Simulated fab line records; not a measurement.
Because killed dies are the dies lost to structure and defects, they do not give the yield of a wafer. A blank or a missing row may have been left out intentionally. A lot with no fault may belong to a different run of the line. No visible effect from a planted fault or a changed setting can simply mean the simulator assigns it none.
Lot-split experiment / flow gf180mcu / route with 602 steps; 5 lots, 23 wafers read

SPLIT DETAILS
At GF_MIM_SPUTTER_00 (material Ti, target thk 37.5 nm, time 150 s), the setting chamber_pressure_pa was moved away from the recipe's 2 Pa on 20 of the 23 wafers read, by -14.8% to +11.7%. For the rest of the wafers, this setting stayed at what the recipe calls for.

Reading taken at the split's own step.

THE READING
Ti_of_MIM_SPUTTER_00.thk_nm (the simulator's own value, which no gauge read), in nm, at GF_MIM_SPUTTER_00 (material Ti, target thk 37.5 nm, time 150 s). The file does not state a usual value for it. The 3 wafers here that ran the recipe average 37.43 nm, standard deviation 0.099 nm.

wafer=L074.2; tool, chamber at the split=pvd_sputter-01, -; chamber_pressure_pa as run, Pa=1.761; against the recipe=-12.0%; Ti_of_MIM_SPUTTER_00.thk_nm, nm=40.6; against lot-mates on the recipe=no lot-mate on the recipe
wafer=L074.3; tool, chamber at the split=pvd_sputter-01, -; chamber_pressure_pa as run, Pa=1.761; against the recipe=-12.0%; Ti_of_MIM_SPUTTER_00.thk_nm, nm=40.52; against lot-mates on the recipe=no lot-mate on the recipe
wafer=L074.4; tool, chamber at the split=pvd_sputter-01, -; chamber_pressure_pa as run, Pa=1.761; against the recipe=-12.0%; Ti_of_MIM_SPUTTER_00.thk_nm, nm=40.34; against lot-mates on the recipe=no lot-mate on the recipe
wafer=L074.5; tool, chamber at the split=pvd_sputter-01, -; chamber_pressure_pa as run, Pa=1.761; against the recipe=-12.0%; Ti_of_MIM_SPUTTER_00.thk_nm, nm=40.27; against lot-mates on the recipe=no lot-mate on the recipe
wafer=L074.6; tool, chamber at the split=pvd_sputter-01, -; chamber_pressure_pa as run, Pa=1.761; against the recipe=-12.0%; Ti_of_MIM_SPUTTER_00.thk_nm, nm=40.37; against lot-mates on the recipe=no lot-mate on the recipe
wafer=L078.1; tool, chamber at the split=pvd_sputter-01, -; chamber_pressure_pa as run, Pa=1.742; against the recipe=-12.9%; Ti_of_MIM_SPUTTER_00.thk_nm, nm=40.78; against lot-mates on the recipe=no lot-mate on the recipe
wafer=L078.2; tool, chamber at the split=pvd_sputter-01, -; chamber_pressure_pa as run, Pa=1.742; against the recipe=-12.9%; Ti_of_MIM_SPUTTER_00.thk_nm, nm=40.58; against lot-mates on the recipe=no lot-mate on the recipe
wafer=L078.4; tool, chamber at the split=pvd_sputter-01, -; chamber_pressure_pa as run, Pa=1.742; against the recipe=-12.9%; Ti_of_MIM_SPUTTER_00.thk_nm, nm=40.6; against lot-mates on the recipe=no lot-mate on the recipe
wafer=L078.5; tool, chamber at the split=pvd_sputter-01, -; chamber_pressure_pa as run, Pa=1.742; against the recipe=-12.9%; Ti_of_MIM_SPUTTER_00.thk_nm, nm=40.43; against lot-mates on the recipe=no lot-mate on the recipe
wafer=L078.6; tool, chamber at the split=pvd_sputter-01, -; chamber_pressure_pa as run, Pa=1.742; against the recipe=-12.9%; Ti_of_MIM_SPUTTER_00.thk_nm, nm=40.29; against lot-mates on the recipe=no lot-mate on the recipe
wafer=L082.2; tool, chamber at the split=pvd_sputter-02, -; chamber_pressure_pa as run, Pa=2; against the recipe=recipe; Ti_of_MIM_SPUTTER_00.thk_nm, nm=37.34; against lot-mates on the recipe=-
wafer=L082.3; tool, chamber at the split=pvd_sputter-02, -; chamber_pressure_pa as run, Pa=2; against the recipe=recipe; Ti_of_MIM_SPUTTER_00.thk_nm, nm=37.39; against lot-mates on the recipe=-
wafer=L082.4; tool, chamber at the split=pvd_sputter-02, -; chamber_pressure_pa as run, Pa=2; against the recipe=recipe; Ti_of_MIM_SPUTTER_00.thk_nm, nm=37.57; against lot-mates on the recipe=-
wafer=L084.1; tool, chamber at the split=pvd_sputter-02, -; chamber_pressure_pa as run, Pa=1.704; against the recipe=-14.8%; Ti_of_MIM_SPUTTER_00.thk_nm, nm=40.51; against lot-mates on the recipe=no lot-mate on the recipe
wafer=L084.2; tool, chamber at the split=pvd_sputter-02, -; chamber_pressure_pa as run, Pa=1.704; against the recipe=-14.8%; Ti_of_MIM_SPUTTER_00.thk_nm, nm=40.47; against lot-mates on the recipe=no lot-mate on the recipe
wafer=L084.3; tool, chamber at the split=pvd_sputter-02, -; chamber_pressure_pa as run, Pa=1.704; against the recipe=-14.8%; Ti_of_MIM_SPUTTER_00.thk_nm, nm=40.48; against lot-mates on the recipe=no lot-mate on the recipe
wafer=L084.4; tool, chamber at the split=pvd_sputter-02, -; chamber_pressure_pa as run, Pa=1.704; against the recipe=-14.8%; Ti_of_MIM_SPUTTER_00.thk_nm, nm=40.74; against lot-mates on the recipe=no lot-mate on the recipe
wafer=L084.6; tool, chamber at the split=pvd_sputter-02, -; chamber_pressure_pa as run, Pa=1.704; against the recipe=-14.8%; Ti_of_MIM_SPUTTER_00.thk_nm, nm=40.43; against lot-mates on the recipe=no lot-mate on the recipe
wafer=L085.1; tool, chamber at the split=pvd_sputter-02, -; chamber_pressure_pa as run, Pa=2.235; against the recipe=+11.7%; Ti_of_MIM_SPUTTER_00.thk_nm, nm=34.38; against lot-mates on the recipe=no lot-mate on the recipe
wafer=L085.3; tool, chamber at the split=pvd_sputter-02, -; chamber_pressure_pa as run, Pa=2.235; against the recipe=+11.7%; Ti_of_MIM_SPUTTER_00.thk_nm, nm=34.31; against lot-mates on the recipe=no lot-mate on the recipe
wafer=L085.4; tool, chamber at the split=pvd_sputter-02, -; chamber_pressure_pa as run, Pa=2.235; against the recipe=+11.7%; Ti_of_MIM_SPUTTER_00.thk_nm, nm=34.83; against lot-mates on the recipe=no lot-mate on the recipe
wafer=L085.5; tool, chamber at the split=pvd_sputter-02, -; chamber_pressure_pa as run, Pa=2.235; against the recipe=+11.7%; Ti_of_MIM_SPUTTER_00.thk_nm, nm=34.45; against lot-mates on the recipe=no lot-mate on the recipe
wafer=L085.6; tool, chamber at the split=pvd_sputter-02, -; chamber_pressure_pa as run, Pa=2.235; against the recipe=+11.7%; Ti_of_MIM_SPUTTER_00.thk_nm, nm=34.36; against lot-mates on the recipe=no lot-mate on the recipe

THE FIT
A straight line over all 23 wafers: Ti_of_MIM_SPUTTER_00.thk_nm changes by -0.239 nm for each +1% of chamber_pressure_pa; r = -0.99; the points scatter about the line by 0.26 nm.
Too few moved wafers have a lot-mate on the recipe to fit a line with each lot's own level taken away.

FILE'S OWN FIT
Ti_of_MIM_SPUTTER_00.thk_nm changes by -0.239 nm for each +1% of chamber_pressure_pa, r = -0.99.
